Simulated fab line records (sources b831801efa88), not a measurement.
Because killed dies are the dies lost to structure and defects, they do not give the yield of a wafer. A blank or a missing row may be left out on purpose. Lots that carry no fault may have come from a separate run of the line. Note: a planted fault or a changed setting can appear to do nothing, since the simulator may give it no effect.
Comparing a struck lot with a sound one    flow gf180mcu    23 steps out of a route of 602
Sound: the wafers L759.1, L759.4, L759.6. Struck: wafers L767.1, L767.2, L767.6. At the end, the cause is stated.
For every step that has rows: the tool of each side, followed by ch and its chambers, followed by its first start. Under that, the readings that differ: sound wafers    struck wafers    difference of the means    sigmas: that difference in standard deviations of wafers without a fault.
alike: words and numbers the same on both sides, and readings whose means are apart by under 2 such deviations; not compared: readings that were withheld, readings missing a value for some wafer, numbers with overlapping values and no deviation given by the record, and bounds like >300 which may hide the same value.
A row with sigmas, a row that says differs or no value, or rows on one side alone: a step with any of these is where the two part. Non-overlapping numbers with no deviation appear without sigmas and do not part them. Lack of a reading on every wafer of one side parts them only where that side has two or more wafers.

first, 2 steps without rows for these wafers: GF_HV_LDD_PEB_29; GF_HV_LDD_DEVELOP_30 (develop time 60 s).
GF_HV_LDD_CD_MEAS_31 targets a cd of 400 nm.
  sound on cd-sem-02, day 12 18:08; struck on cd-sem-02, day 15 16:47
  alike: cd-nm
GF_HV_LDD_OVL_MEAS_32:
  sound on overlay-01, day 12 18:16; struck on overlay-01, day 15 16:54
  alike: HV_LDD_02_OVL
then, 4 steps without rows for these wafers: GF_HV_LDD_IMPLANT_33; GF_HV_LDD_IMPLANT_34; GF_HV_LDD_IMPLANT_35; GF_HV_LDD_IMPLANT_36.
GF_HV_LDD_STRIP_37: strips in O2/N2.
  sound on plasma-asher-01 ch 0,1, day 12 18:53; struck on plasma-asher-03 ch 0,1, day 15 17:32
  alike: drypump-motor-current-A, heater-power-w, oes-product-au, strip-time-to-endpoint-s
  not compared: rf-hours-counter-h
GF_HV_LDD_TW_MEAS_38:
  sound on film-metro-01, day 12 18:59; struck on film-metro-01, day 15 17:38
  alike: HV_LDD_3_TW
then, 2 steps without rows for these wafers: GF_HV_LDD_DEHYDRATE_39 (time 60 s); GF_HV_LDD_HMDS_40 (prime time 60 s).
GF_HV_LDD_COAT_41: resist thk 1000 nm.
  sound on litho-track-01 ch 0, day 13 04:44; struck on litho-track-01 ch 0, day 16 03:44
reading                                      sound              struck          difference  sigmas
model.NOVOLAK_of_HV_LDD_COAT_41.thk-nm (nm)  993.9 993.3 991.6  1010 1009 1009  +16         
then, 3 steps without rows for these wafers: GF_HV_LDD_SOFTBAKE_42 (time 60 s); GF_HV_LDD_EXPOSE_43 (exposes mask Pplus HV AREA, target cd 400 nm); GF_HV_LDD_PEB_44.
GF_HV_LDD_DEVELOP_45: develop time 60 s.
  sound on litho-track-02 ch 0, day 13 15:08; struck on litho-track-01 ch 0, day 16 14:08
reading                                      sound              struck          difference  sigmas
model.NOVOLAK_of_HV_LDD_COAT_41.thk-nm (nm)  993.5 992.8 991.2  1010 1009 1008  +16         
GF_HV_LDD_CD_MEAS_46 targets a cd of 400 nm.
  sound on cd-sem-01, day 13 15:17; struck on cd-sem-01, day 16 14:17
reading     sound              struck             difference  sigmas
cd-nm (nm)  399.3 399.5 400.7  395.2 396.3 395.2  -4.3        -2
GF_HV_LDD_OVL_MEAS_47:
  sound on overlay-02, day 13 15:25; struck on overlay-02, day 16 14:24
  alike: HV_LDD_03_OVL
following that, these wafers have no rows for 1 step: GF_HV_LDD_IMPLANT_48.
GF_HV_LDD_STRIP_49: strips in O2/N2.
  sound on plasma-asher-03 ch 0, day 13 15:35; struck on plasma-asher-02 ch 0,1, day 16 14:35
reading                       sound              struck             difference  sigmas
strip-time-to-endpoint-s (s)  12.55 12.53 12.53  12.74 12.74 12.74  +0.20       +5
  alike: drypump-motor-current-A, heater-power-w, oes-product-au
  not compared: rf-hours-counter-h
GF_HV_LDD_TW_MEAS_50:
  sound on film-metro-04, day 13 15:43; struck on film-metro-03, day 16 14:41
  alike: HV_LDD_4_TW
-- record jumps: 16 days separate the struck wafers' starts on either side; left off in module HV_LDD, taken up again in module PASSIVATION, whose first shown step is the route's number 602 --
GF_PASSIVATION_PROBE_99:
  record: rows for the struck wafers here (prober-01, day 32 09:40), none for the sound ones

== WHERE THEY PART ==
Earliest at GF_HV_LDD_CD_MEAS_46; latest, in this record, at GF_PASSIVATION_PROBE_99.

WHY: what the simulator had put in
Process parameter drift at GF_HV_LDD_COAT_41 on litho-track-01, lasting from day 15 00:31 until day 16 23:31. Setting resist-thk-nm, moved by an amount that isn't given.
